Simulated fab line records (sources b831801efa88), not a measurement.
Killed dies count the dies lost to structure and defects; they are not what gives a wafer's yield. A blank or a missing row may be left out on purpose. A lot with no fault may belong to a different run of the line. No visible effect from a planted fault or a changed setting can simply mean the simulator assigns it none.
fab line records + flow sky130
record:
- lots: 7
- wafers: 21
- lastDay: 50
route steps=708 shown LDD_HVP@281 LDD_LDN@289 PAD_OPEN@708
lots that met no fault: from a run of the same line without faults
startH: hours from the record's first day to the start of the lot's first wafer shown + waitH: hours elapsed since this lot's preceding step + " unchanged from the row above + L1.1+2: one row covering several wafers at once + - value missing, or start not given + * or withheld: withheld + < > ~ a bound
route shown NAME@n: names a module that has steps shown in the file, with the first one's number in the route + usual: mean/standard deviation taken from wafers without a fault + same: alike in all rows + chamber/n: place in a boat + sites: each site's reading + _std_site: the values' standard deviation + _edge_site: outer sites' mean less inner sites' + radiusMm: how far each site lies from the wafer's centre + mask NAME#n: copy n + behind: the tool/chamber that last shaped the wafer + hold: the reason the lot was held/the length of the hold in hours/how it ended + device: names the non-switching transistor (n, p or np) + end of line: the route-end tests of the same wafers + for a step that has no rows: nothing shown but its recipe + killed: dies lost to structure and defects at the first sort, not the wafer's yield + map: shows each die of a wafer: x if killed, . if not, _ if none is there
set.NAME: the setting as run; set.NAME@STEP: as run at that earlier step + model.NAME: the simulator's own value behind a step, which no gauge read
lots seen at some steps along the route; tables by step, rows by wafer
services: when a tool's chamber went out of use (startH, in hours from the record's first day, below 0 if earlier), for how many hours, and the reason
== steps ==
step: SKY_LDD_HVP_SOFTBAKE_03
recipe:
- tempC: 90
- timeS: 60
- resist: NOVOLAK
step: SKY_LDD_HVP_EXPOSE_04
recipe:
- maskId: HVPTM
- na: 0.6
- sourceShape: conventional
- sigmaOuter: 0.6
- polarization: unpolarized
- targetCdNm: 700
- doseMj: 86
step: SKY_LDD_HVP_PEB_05
recipe:
- tempC: withheld
- timeS: *
- resist: NOVOLAK
step: SKY_LDD_HVP_DEVELOP_06
recipe:
- resist: NOVOLAK
- developer: TMAH
- developTimeS: 60
- devTempC: 23
step: SKY_LDD_HVP_OVL_MEAS_07
usual:
- LDD_HVP_OVL: -0.1/1.4
| lot.wafer | tool       | chamber | startH | waitH | LDD_HVP_OVL[nm] |
|-----------|------------|---------|--------|-------|-----------------|
| L144.1    | overlay-01 | -       | 503.05 | 0.1   | -1.1            |
| L144.3    | "          | -       | "      | "     | -0.4            |
| L144.4    | "          | -       | "      | "     | -1.5            |
| L147.1    | overlay-02 | -       | 529.57 | 0.1   | 0.4             |
| L147.4    | "          | -       | "      | "     | 2.0             |
| L147.5    | "          | -       | "      | "     | 0.1             |
| L148.2    | overlay-02 | -       | 545.67 | 0.1   | -1.6            |
| L148.4    | "          | -       | "      | "     | -1.8            |
| L148.6    | "          | -       | "      | "     | -1.8            |
| L151.1    | overlay-02 | -       | 570.01 | 0.1   | -0.3            |
| L151.4    | "          | -       | "      | "     | 1.6             |
| L151.5    | "          | -       | "      | "     | 0.8             |
| L153.4    | overlay-01 | -       | 586.99 | 0.1   | 2.3             |
| L153.5    | "          | -       | "      | "     | 1.3             |
| L153.6    | "          | -       | "      | "     | 1.7             |
| L155.2    | overlay-01 | -       | 605.12 | 0.1   | 0.4             |
| L155.4    | "          | -       | "      | "     | 0.1             |
| L155.6    | "          | -       | "      | "     | -0.4            |
| L161.2    | overlay-02 | -       | 656.81 | 0.1   | -0.6            |
| L161.4    | "          | -       | "      | "     | -1.3            |
| L161.6    | "          | -       | "      | "     | 0.2             |
step: SKY_LDD_HVP_IMPLANT_08
recipe:
- species: B
- energyKev: 20.14
- doseCm2: 1.7e+13
- tiltDeg: 17.9
step: SKY_LDD_HVP_STRIP_09
recipe:
- chemistry: O2/N2
- powerW: 1400
- pressureMtorr: 1500
- platenTempC: withheld
- o2FlowSccm: 3000
- n2FlowSccm: 300
- overashFraction: 0.5
usual:
- drypumpMotorCurrentA: 5.7/0.46
- oesProductAu: 0.408/0.0045
- stripTimeToEndpointS: 4.132/0.013
| lot.wafer | tool           | chamber | startH | waitH | drypumpMotorCurrentA | oesProductAu | rfHoursCounterH | stripTimeToEndpointS |
|-----------|----------------|---------|--------|-------|----------------------|--------------|-----------------|----------------------|
| L144.1    | plasmaAsher-04 | 0       | 503.24 | 0.1   | 6.1                  | 0.411        | 72              | 4.119                |
| L144.3    | "              | 0       | "      | "     | 6.1                  | 0.413        | -               | 4.139                |
| L144.4    | "              | 1       | "      | "     | 6.0                  | 0.412        | -               | 4.122                |
| L147.1    | plasmaAsher-01 | 1       | 529.75 | 0.1   | 5.4                  | 0.411        | 43              | 4.132                |
| L147.4    | "              | 1       | "      | "     | 5.5                  | 0.408        | -               | 4.116                |
| L147.5    | "              | 0       | "      | "     | 6.3                  | 0.413        | -               | 4.127                |
| L148.2    | plasmaAsher-02 | 1       | 545.85 | 0.1   | 4.9                  | 0.410        | 12              | 4.129                |
| L148.4    | "              | 1       | "      | "     | 4.9                  | 0.408        | -               | 4.115                |
| L148.6    | "              | 0       | "      | "     | 5.9                  | 0.410        | -               | 4.143                |
| L151.1    | plasmaAsher-01 | 1       | 570.20 | 0.1   | 5.5                  | 0.398        | 48              | 4.112                |
| L151.4    | "              | 0       | "      | "     | 6.3                  | 0.417        | -               | 4.137                |
| L151.5    | "              | 1       | "      | "     | 5.4                  | 0.411        | -               | 4.123                |
| L153.4    | plasmaAsher-04 | 0       | 587.19 | 0.1   | 6.1                  | 0.408        | -               | 4.144                |
| L153.5    | "              | 1       | "      | "     | 6.0                  | 0.403        | -               | 4.158                |
| L153.6    | "              | 0       | "      | "     | 6.1                  | 0.404        | -               | 4.153                |
| L155.2    | plasmaAsher-02 | 1       | 605.30 | 0.1   | 4.9                  | 0.409        | 18              | 4.135                |
| L155.4    | "              | 0       | "      | "     | 5.9                  | 0.407        | -               | 4.105                |
| L155.6    | "              | 1       | "      | "     | 4.9                  | 0.405        | -               | 4.133                |
| L161.2    | plasmaAsher-01 | 1       | 656.99 | 0.1   | 5.4                  | 0.403        | 56              | 4.145                |
| L161.4    | "              | 0       | "      | "     | 6.2                  | 0.410        | -               | 4.139                |
| L161.6    | "              | 0       | "      | "     | 6.3                  | 0.414        | -               | 4.141                |
step: SKY_LDD_HVP_TW_MEAS_10
usual:
- LDD_HVP_TW: 459/3.4
| lot.wafer | tool         | chamber | startH | waitH | LDD_HVP_TW |
|-----------|--------------|---------|--------|-------|------------|
| L144.1    | filmMetro-04 | -       | 503.34 | 0.1   | 457        |
| L144.3    | "            | -       | "      | "     | 459        |
| L144.4    | "            | -       | "      | "     | 461        |
| L147.1    | filmMetro-04 | -       | 529.85 | 0.1   | 463        |
| L147.4    | "            | -       | "      | "     | 459        |
| L147.5    | "            | -       | "      | "     | 461        |
| L148.2    | filmMetro-01 | -       | 545.96 | 0.1   | 465        |
| L148.4    | "            | -       | "      | "     | 463        |
| L148.6    | "            | -       | "      | "     | 466        |
| L151.1    | filmMetro-01 | -       | 570.30 | 0.1   | 466        |
| L151.4    | "            | -       | "      | "     | 464        |
| L151.5    | "            | -       | "      | "     | 463        |
| L153.4    | filmMetro-01 | -       | 587.28 | 0.1   | 463        |
| L153.5    | "            | -       | "      | "     | 462        |
| L153.6    | "            | -       | "      | "     | 464        |
| L155.2    | filmMetro-01 | -       | 605.41 | 0.1   | 461        |
| L155.4    | "            | -       | "      | "     | 463        |
| L155.6    | "            | -       | "      | "     | 463        |
| L161.2    | filmMetro-04 | -       | 657.10 | 0.1   | 462        |
| L161.4    | "            | -       | "      | "     | 462        |
| L161.6    | "            | -       | "      | "     | 461        |
step: SKY_LDD_LDN_DEHYDRATE_00
recipe:
- tempC: 200
- timeS: 60
step: SKY_LDD_LDN_HMDS_01
recipe:
- primeTimeS: 60
- primeTempC: 120
step: SKY_LDD_LDN_COAT_02
recipe:
- resist: NOVOLAK
- spinRpm: 3000
- resistThkNm: 1140
step: SKY_LDD_LDN_SOFTBAKE_03
recipe:
- tempC: 90
- timeS: 60
- resist: NOVOLAK
step: SKY_LDD_LDN_EXPOSE_04
recipe:
- maskId: LDNTM
- na: 0.6
- sourceShape: conventional
- sigmaOuter: 0.6
- polarization: unpolarized
- targetCdNm: 700
- doseMj: 137.4
usual:
- stageVelMmS: 500.05/0.25
same:
- na: 0.6
| lot.wafer | tool            | chamber | startH | waitH | mask    | stageVelMmS | model.LDD_LDN.overlayXNm |
|-----------|-----------------|---------|--------|-------|---------|-------------|--------------------------|
| L144.1    | ilineStepper-02 | 0       | 519.04 | -     | LDNTM#0 | 499.83      | 0.7457                   |
| L144.3    | "               | 0       | "      | "     | LDNTM#0 | 500.04      | 0.7457                   |
| L144.4    | "               | 0       | "      | "     | LDNTM#0 | 499.46      | 0.7457                   |
| L147.1    | ilineStepper-02 | 0       | 544.97 | -     | LDNTM#0 | 500.09      | -54.11                   |
| L147.4    | "               | 0       | "      | "     | LDNTM#0 | 500.18      | -54.11                   |
| L147.5    | "               | 0       | "      | "     | LDNTM#0 | 500.21      | -54.11                   |
| L148.2    | ilineStepper-02 | 0       | 561.52 | -     | LDNTM#0 | 499.82      | -55.91                   |
| L148.4    | "               | 0       | "      | "     | LDNTM#0 | 499.65      | -55.91                   |
| L148.6    | "               | 0       | "      | "     | LDNTM#0 | 500.06      | -55.91                   |
| L151.1    | ilineStepper-02 | 0       | 585.54 | -     | LDNTM#0 | 499.56      | -54.02                   |
| L151.4    | "               | 0       | "      | "     | LDNTM#0 | 500.20      | -54.02                   |
| L151.5    | "               | 0       | "      | "     | LDNTM#0 | 500.01      | -54.02                   |
| L153.4    | ilineStepper-01 | 0       | 601.51 | -     | LDNTM#0 | 500.25      | 0.7716                   |
| L153.5    | "               | 0       | "      | "     | LDNTM#0 | 500.22      | 0.7716                   |
| L153.6    | "               | 0       | "      | "     | LDNTM#0 | 500.35      | 0.7716                   |
| L155.2    | ilineStepper-01 | 0       | 620.34 | -     | LDNTM#0 | 500.38      | 0.6356                   |
| L155.4    | "               | 0       | "      | "     | LDNTM#0 | 499.96      | 0.6356                   |
| L155.6    | "               | 0       | "      | "     | LDNTM#0 | 499.90      | 0.6356                   |
| L161.2    | ilineStepper-01 | 0       | 671.28 | -     | LDNTM#0 | 500.34      | 0.2307                   |
| L161.4    | "               | 0       | "      | "     | LDNTM#0 | 500.36      | 0.2307                   |
| L161.6    | "               | 0       | "      | "     | LDNTM#0 | 499.82      | 0.2307                   |
step: SKY_LDD_LDN_PEB_05
recipe:
- tempC: withheld
- timeS: *
- resist: NOVOLAK
step: SKY_LDD_LDN_DEVELOP_06
recipe:
- resist: NOVOLAK
- developer: TMAH
- developTimeS: 60
- devTempC: 23
step: SKY_LDD_LDN_OVL_MEAS_07
usual:
- LDD_LDN_OVL: 1.5/1.1
| lot.wafer | tool       | chamber | startH | waitH | LDD_LDN_OVL[nm] |
|-----------|------------|---------|--------|-------|-----------------|
| L144.1    | overlay-01 | -       | 534.20 | 0.1   | 2.1             |
| L144.3    | "          | -       | "      | "     | 2.5             |
| L144.4    | "          | -       | "      | "     | 1.2             |
| L147.1    | overlay-01 | -       | 560.30 | 0.1   | -50.9           |
| L147.4    | "          | -       | "      | "     | -52.8           |
| L147.5    | "          | -       | "      | "     | -52.9           |
| L148.2    | overlay-01 | -       | 575.82 | 0.1   | -53.0           |
| L148.4    | "          | -       | "      | "     | -53.6           |
| L148.6    | "          | -       | "      | "     | -54.4           |
| L151.1    | overlay-02 | -       | 599.56 | 0.1   | -53.4           |
| L151.4    | "          | -       | "      | "     | -53.7           |
| L151.5    | "          | -       | "      | "     | -52.7           |
| L153.4    | overlay-01 | -       | 615.83 | 0.1   | 1.2             |
| L153.5    | "          | -       | "      | "     | 1.8             |
| L153.6    | "          | -       | "      | "     | 2.2             |
| L155.2    | overlay-01 | -       | 634.51 | 0.1   | 1.9             |
| L155.4    | "          | -       | "      | "     | 2.6             |
| L155.6    | "          | -       | "      | "     | 1.5             |
| L161.2    | overlay-01 | -       | 685.91 | 0.1   | 2.6             |
| L161.4    | "          | -       | "      | "     | 0.8             |
| L161.6    | "          | -       | "      | "     | 0.9             |
step: SKY_LDD_LDN_IMPLANT_08
recipe:
- species: As
- energyKev: 15
- doseCm2: 1.25e+13
- tiltDeg: withheld
- rotationDeg: 23
step: SKY_PAD_OPEN_PROBE_99
usual:
- killed_at_M0_to_M3: 43/5.9
- killed_at_M4_up: 2.9/1.5
- killedAtContacts: 24/5
- killedAtFrontEnd: 15/4.8
- killedAtOther: 0.2/0.5
- killedDies: 86/9.3
- killedOpen: 47/7.1
- killedShort: 38/6.3
same:
- grossDies: 492
- killedAtBackSide: 0
| lot.wafer | tool      | chamber | startH  | waitH | killed_at_M0_to_M3 | killed_at_M4_up | killedAtContacts | killedAtFrontEnd | killedAtOther | killedDies | killedOpen | killedShort |
|-----------|-----------|---------|---------|-------|--------------------|-----------------|------------------|------------------|---------------|------------|------------|-------------|
| L147.1    | prober-01 | -       | 1101.74 | 0.1   | 50                 | 1               | 29               | 18               | 0             | 98         | 60         | 38          |
| L147.4    | prober-01 | -       | 1101.89 | 0.2   | 41                 | 2               | 23               | 7                | 0             | 73         | 45         | 28          |
| L147.5    | prober-01 | -       | 1101.94 | 0.2   | 40                 | 1               | 19               | 11               | 1             | 72         | 45         | 27          |
| L148.2    | prober-02 | -       | 1112.75 | 0.1   | 37                 | 7               | 18               | 34               | 1             | 97         | 48         | 49          |
| L148.4    | prober-02 | -       | 1112.85 | 0.2   | 48                 | 3               | 22               | 21               | 0             | 94         | 49         | 45          |
| L148.6    | prober-02 | -       | 1112.95 | 0.2   | 47                 | 2               | 23               | 22               | 1             | 95         | 65         | 30          |
| L151.1    | prober-01 | -       | 1132.12 | 0.1   | 44                 | 3               | 19               | 20               | 0             | 86         | 47         | 39          |
| L151.4    | prober-01 | -       | 1132.27 | 0.2   | 45                 | 3               | 14               | 18               | 0             | 80         | 41         | 39          |
| L151.5    | prober-01 | -       | 1132.32 | 0.2   | 41                 | 2               | 24               | 20               | 0             | 87         | 38         | 49          |
| L153.4    | prober-01 | -       | 1141.79 | 0.2   | 46                 | 4               | 24               | 13               | 1             | 88         | 50         | 38          |
| L153.5    | prober-01 | -       | 1141.84 | 0.2   | 39                 | 3               | 28               | 14               | 0             | 84         | 44         | 40          |
| L153.6    | prober-01 | -       | 1141.89 | 0.2   | 40                 | 0               | 21               | 25               | 0             | 86         | 50         | 36          |
| L161.2    | prober-02 | -       | 1189.04 | 0.1   | 41                 | 4               | 23               | 10               | 0             | 78         | 41         | 37          |
| L161.4    | prober-02 | -       | 1189.14 | 0.2   | 43                 | 1               | 33               | 18               | 2             | 97         | 57         | 40          |
| L161.6    | prober-02 | -       | 1189.24 | 0.2   | 42                 | 4               | 28               | 11               | 0             | 85         | 48         | 37          |
killed by level:class
L147.1 VIA1:geometricParticle:open=16 LI_CONTACT:geometricParticle:open=10 CONTACT:geometricParticle:short=8 POLY_GATE:geometricParticle:short=7 VIA3:geometricParticle:open=7 VIA1:geometricParticle:short=7 CONTACT:geometricParticle:open=7 VIA2:geometricParticle:open=6
L147.4 VIA1:geometricParticle:open=13 CONTACT:geometricParticle:open=9 METAL1:geometricParticle:short=6 LI_CONTACT:geometricParticle:open=5 CONTACT:geometricParticle:short=5 VIA1:geometricParticle:short=4 METAL2:geometricParticle:short=3 METAL2:geometricParticle:open=3
L147.5 VIA1:geometricParticle:open=14 CONTACT:geometricParticle:open=12 METAL1:geometricParticle:short=8 POLY_GATE:geometricParticle:open=5 LI_CONTACT:geometricParticle:open=5 METAL2:geometricParticle:short=5 POLY_GATE:geometricParticle:short=3 VIA1:geometricParticle:short=3
L148.2 VIA1:geometricParticle:open=12 FIELD_ISO:geometricParticle:short=9 POLY_GATE:geometricParticle:open=7 POLY_GATE:geometricParticle:short=7 VIA3:geometricParticle:open=7 FIELD_ISO:geometricParticle:open=5 METAL4:geometricParticle:short=5 LI_CONTACT:geometricParticle:open=5
L148.4 METAL2:geometricParticle:short=15 CONTACT:geometricParticle:short=8 VIA2:geometricParticle:open=8 FIELD_ISO:geometricParticle:open=7 CONTACT:geometricParticle:open=7 VIA3:geometricParticle:open=7 FIELD_ISO:geometricParticle:short=4 LI_CONTACT:geometricParticle:open=4
L148.6 VIA1:geometricParticle:open=14 CONTACT:geometricParticle:open=13 VIA3:geometricParticle:open=10 LI_CONTACT:geometricParticle:open=7 POLY_GATE:geometricParticle:open=6 POLY_GATE:geometricParticle:short=6 METAL1:geometricParticle:short=6 FIELD_ISO:geometricParticle:open=4
L151.1 VIA1:geometricParticle:open=12 CONTACT:geometricParticle:open=7 VIA3:geometricParticle:open=7 FIELD_ISO:geometricParticle:short=6 VIA2:geometricParticle:open=6 CONTACT:geometricParticle:short=5 POLY_GATE:geometricParticle:open=4 LI_CONTACT:geometricParticle:open=4
L151.4 METAL2:geometricParticle:short=9 VIA1:geometricParticle:open=8 FIELD_ISO:geometricParticle:open=6 VIA1:geometricParticle:short=6 VIA2:geometricParticle:open=6 POLY_GATE:geometricParticle:short=5 LI_CONTACT:geometricParticle:open=5 CONTACT:geometricParticle:open=5
L151.5 FIELD_ISO:geometricParticle:short=8 CONTACT:geometricParticle:open=8 LI_CONTACT:geometricParticle:open=7 METAL2:geometricParticle:short=6 METAL1:geometricParticle:short=5 VIA1:geometricParticle:short=5 VIA2:geometricParticle:short=5 VIA3:geometricParticle:open=5
L153.4 VIA2:geometricParticle:open=10 VIA1:geometricParticle:open=7 CONTACT:geometricParticle:short=6 LI_CONTACT:geometricParticle:open=6 CONTACT:geometricParticle:open=6 METAL1:geometricParticle:short=6 POLY_GATE:geometricParticle:open=5 VIA1:geometricParticle:short=5
L153.5 CONTACT:geometricParticle:open=10 LI_CONTACT:geometricParticle:short=7 VIA2:geometricParticle:open=7 VIA3:geometricParticle:open=7 LI_CONTACT:geometricParticle:open=6 METAL1:geometricParticle:short=6 POLY_GATE:geometricParticle:short=4 VIA1:geometricParticle:short=4
L153.6 CONTACT:geometricParticle:open=12 VIA2:geometricParticle:open=8 POLY_GATE:geometricParticle:short=7 METAL1:geometricParticle:short=6 VIA1:geometricParticle:open=6 VIA3:geometricParticle:open=6 FIELD_ISO:geometricParticle:short=5 LI_CONTACT:geometricParticle:open=5
L161.2 VIA3:geometricParticle:open=9 CONTACT:geometricParticle:open=7 METAL2:geometricParticle:short=7 VIA2:geometricParticle:open=7 LOCAL_INTERCONNECT:geometricParticle:short=5 VIA1:geometricParticle:short=5 VIA1:geometricParticle:open=5 LI_CONTACT:geometricParticle:short=4
L161.4 VIA1:geometricParticle:open=13 CONTACT:geometricParticle:open=9 VIA3:geometricParticle:open=9 LI_CONTACT:geometricParticle:open=7 CONTACT:geometricParticle:short=7 LOCAL_INTERCONNECT:geometricParticle:short=6 VIA2:geometricParticle:open=6 POLY_GATE:geometricParticle:open=5
L161.6 CONTACT:geometricParticle:open=10 VIA1:geometricParticle:short=9 VIA3:geometricParticle:open=9 VIA1:geometricParticle:open=8 LI_CONTACT:geometricParticle:open=7 LOCAL_INTERCONNECT:geometricParticle:short=5 CONTACT:geometricParticle:short=5 VIA2:geometricParticle:open=5
== services ==
| tool            | chamber | startH | hours | kind   |
|-----------------|---------|--------|-------|--------|
| plasmaAsher-04  | -       | 482.46 | 13.5  | repair |
| ilineStepper-02 | -       | 483.73 | 2.3   | repair |
| ilineStepper-02 | -       | 509.16 | 4.9   | repair |
| ilineStepper-02 | -       | 515.09 | 1.1   | repair |
| ilineStepper-02 | -       | 537.13 | 6.7   | repair |
| ilineStepper-02 | -       | 553.84 | 4.4   | pm     |
| ilineStepper-01 | -       | 589.29 | 4.2   | repair |
| ilineStepper-01 | -       | 593.77 | 1.7   | pm     |
| ilineStepper-02 | -       | 629.87 | 12.3  | repair |
| ilineStepper-02 | -       | 657.60 | 1.7   | pm     |
| plasmaAsher-04  | -       | 657.71 | 2.0   | repair |
== key ==
firstSign:
- step: SKY_LDD_LDN_OVL_MEAS_07
- reading: LDD_LDN_OVL
- direction: down
- sigmas: 49
- usual: 1.5
- struck: -53.1
effect none on later readings
modelEffect:
- step: SKY_LDD_LDN_EXPOSE_04
- value: LDD_LDN.overlayXNm
- without: -1.233
- struck: -54.68
metAt SKY_LDD_LDN_EXPOSE_04
struckWafers L147.1,L147.4,L147.5,L148.2,L148.4,L148.6,L151.1,L151.4,L151.5
testerLeftOut L147,L148,L151
onsetBetween 519.04 544.97
fault:
- kind: scannerMatchingOverlay
- tool: ilineStepper-02
- chamber: -
- onsetH: 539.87
- steps: SKY_LDD_LDN_EXPOSE_04
- offset: -53.448
testerLeftOut: of these lots the tester's yield and bins aren't shown, on N5 and GAA mostly nor the transistor test; their killed dies are dies lost to structure and defects alone, not to doping, threshold or leakage, so they don't give the yield
